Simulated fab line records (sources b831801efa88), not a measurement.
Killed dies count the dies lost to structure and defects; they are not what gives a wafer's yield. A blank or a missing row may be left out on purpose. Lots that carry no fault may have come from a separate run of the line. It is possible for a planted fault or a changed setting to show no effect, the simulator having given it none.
A lot that was struck, set against a sound lot -- flow sky130 -- 19 out of 708 route steps
Sound: these wafers, L645.1, L645.3, L645.4. Struck: wafer L662.2; the same lot's L662.3 was not struck, so it is left out; see the end for the cause.
For every step that has rows: the tool of each side, followed by ch and its chambers, followed by its first start. Under that, the readings that differ: sound wafers -- struck wafers -- difference of the means -- sigmas: that difference in standard deviations of wafers without a fault.
alike: readings whose means differ by less than 2 such deviations, and words and numbers that are the same on both sides. not compared: withheld readings, readings that some wafer has no value for, bounds like >300 that may hide the same value, and numbers for which the record gives no deviation and whose values overlap.
The two part at a step that has a row with sigmas, a row that says differs or no value, or rows on one side only. Numbers that have no deviation but don't overlap get no sigmas and don't part them. A reading missing from all wafers of one side parts the sides only when that side holds two or more wafers.

first, 2 steps without rows for these wafers: SKY_CONTACT_ETCH_17 (etches SiO2 in C4F8/O2/Ar, stops on Si3N4, target depth 340 nm); SKY_CONTACT_ETCH_18 (etches Si3N4 in CHF3/O2, stops on TiN, time 39 s, target depth 75 nm).
SKY_CONTACT_STRIP_19: strips in O2/N2.
  sound on plasmaAsher-01 ch 0,1, day 32 17:08; struck on plasmaAsher-04 ch 1, day 37 17:50
reading,sound,struck,difference,sigmas
stripTimeToEndpointS (s),3.613 3.625 3.581,3.661,+0.055,+2
  alike: drypumpMotorCurrentA, oesProductAu
  not compared: rfHoursCounterH
then, 3 steps without rows for these wafers: SKY_CONTACT_STRIP_20 (strips in post etch residue remover, time 1200 s); SKY_CONTACT_CLEAN_21 (cleans in IPA, time 180 s); SKY_CONTACT_CLEAN_22 (cleans in O3/DIW).
SKY_CONTACT_SPUTTER_23: material TiN, target thk 20 nm, time 80 s.
  sound on pvdSputter-03, day 32 17:49; struck on pvdSputter-04, day 37 18:27
  alike: cathodeDcPowerW, throttleValvePct
SKY_CONTACT_CVD_24: deposits W, target thk 340 nm, time 102.12 s.
  sound on cvdW-01 ch 0,1, day 32 17:52; struck on cvdW-01 ch 0, day 37 18:31
  alike: heaterPowerOuterW, heaterPowerW
SKY_CONTACT_RS_MEAS_25: measures by four-point-probe.
  sound on filmMetro-04, day 32 17:59; struck on filmMetro-02, day 37 18:38
  alike: CONTACT_W_RS
SKY_CONTACT_THK_MEAS_26: measures by xrf.
  sound on filmMetro-04, day 32 18:06; struck on filmMetro-02, day 37 18:45
  alike: CONTACT_W_THK
SKY_CONTACT_CMP_27: polishes, stops on SiO2, t overpolish 15 s, target thk 0 nm.
  sound on cmp-01 ch 0,1,2, day 32 18:10; struck on cmp-01 ch 3, day 37 18:51
  alike: motorCurrentA, overpolishRunS, timeToEndpointS
then, 1 step without rows for these wafers: SKY_METAL1_SPUTTER_00 (material Ti, target thk 15 nm, time 10 s).
SKY_METAL1_SPUTTER_01: material TiN, target thk 20 nm, time 16.7 s.
  sound on pvdSputter-01, day 32 18:29; struck on pvdSputter-01, day 37 19:07
reading,sound,struck,difference,sigmas
cathodeDcPowerW (W),6500.2 6501.3 6499.9,6497.3,-3.2,-3
model.TiN_of_METAL1_SPUTTER_01.thkNm (nm),19.9 20.08 20.18,31.98,+11.93,
  alike: throttleValvePct
SKY_METAL1_SPUTTER_02: material AlCu, target thk 250 nm, time 13.3 s.
  sound on pvdSputter-01, day 32 18:31; struck on pvdSputter-01, day 37 19:09
  alike: cathodeDcPowerW, throttleValvePct
then, 2 steps without rows for these wafers: SKY_METAL1_SPUTTER_03 (material Ti, target thk 5 nm, time 3.3 s); SKY_METAL1_SPUTTER_04 (material TiN, target thk 70 nm, time 58.3 s).
SKY_METAL1_RS_MEAS_05: measures by four-point-probe.
  sound on filmMetro-04, day 32 18:36; struck on filmMetro-01, day 37 19:33
  alike: METAL1_ALCU_RS
  not compared: hold
SKY_METAL1_THK_MEAS_06: measures by xrf.
  sound on filmMetro-04, day 32 18:43; struck on filmMetro-01, day 38 00:22
reading,sound,struck,difference,sigmas
hold,- - -,awaitDispo/4.7h/release,no value on the sound wafers,
  alike: METAL1_ALCU_THK
-- the record jumps here: 13 days lie between the struck wafers' starts before and after (it left off in module METAL1 and takes up again in module PAD_OPEN, whose first step shown is number 708 of the route) --
SKY_PAD_OPEN_PROBE_99:
  the record has rows for the struck wafers here (prober-01, day 50 14:56) and none for the sound ones

== WHERE THEY PART ==
First at SKY_CONTACT_STRIP_19; last, within this record, at SKY_PAD_OPEN_PROBE_99.

WHY: what the simulator had put in
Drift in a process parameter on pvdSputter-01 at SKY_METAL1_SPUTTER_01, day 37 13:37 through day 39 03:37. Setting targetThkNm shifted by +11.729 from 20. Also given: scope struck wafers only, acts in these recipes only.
